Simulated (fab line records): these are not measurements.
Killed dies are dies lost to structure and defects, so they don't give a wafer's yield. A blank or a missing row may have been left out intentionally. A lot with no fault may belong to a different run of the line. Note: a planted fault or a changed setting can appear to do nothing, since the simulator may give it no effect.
Which tool did it? / flow sky130 / 6 lots (18 wafers sampled), 1 step of a 708-step route

== WHAT THE GAUGES READ, wafer by wafer ==
SKY_VIA2_BOW_MEAS_03.
lot=L925; measured=day 35 18:54; on=film-metro-02; VIA2_BOW (um)=88 83 73
lot=L927; measured=day 36 14:44; on=film-metro-02; VIA2_BOW (um)=86 78 83
lot=L930; measured=day 37 15:52; on=film-metro-02; VIA2_BOW (um)=94 73 86
lot=L936; measured=day 39 05:21; on=film-metro-01; VIA2_BOW (um)=91 91 82
lot=L942; measured=day 40 20:10; on=film-metro-01; VIA2_BOW (um)=79 85 73
lot=L946; measured=day 42 01:18; on=film-metro-04; VIA2_BOW (um)=74 81 81

== WHICH TOOL RAN EACH LOT (tool, then ch and the chambers of the sampled wafers, then the start) ==
The record shows no process step preceding these readings.

== THE ANSWER, worked out from the rows above alone ==
Rule: what is usual is taken from the lots themselves. Put in order of their means at a reading, lots are off if they are a third of the lots or fewer, leave a main group of 4 or more, and stand apart from it by a gap of 3 or more times the standard deviation of the main group's means; of several such gaps the widest counts. A main group is skipped when, at the precision printed for the reading in the tables above, its means are all equal. Also off: a lot with no number at a reading for which 4 or more lots have one. Any other lot the step has rows for is counted as sound.
Across all readings shown, no lot is off: no conclusion can be drawn from this.

== WHAT WAS PUT IN BY THE SIMULATOR ==
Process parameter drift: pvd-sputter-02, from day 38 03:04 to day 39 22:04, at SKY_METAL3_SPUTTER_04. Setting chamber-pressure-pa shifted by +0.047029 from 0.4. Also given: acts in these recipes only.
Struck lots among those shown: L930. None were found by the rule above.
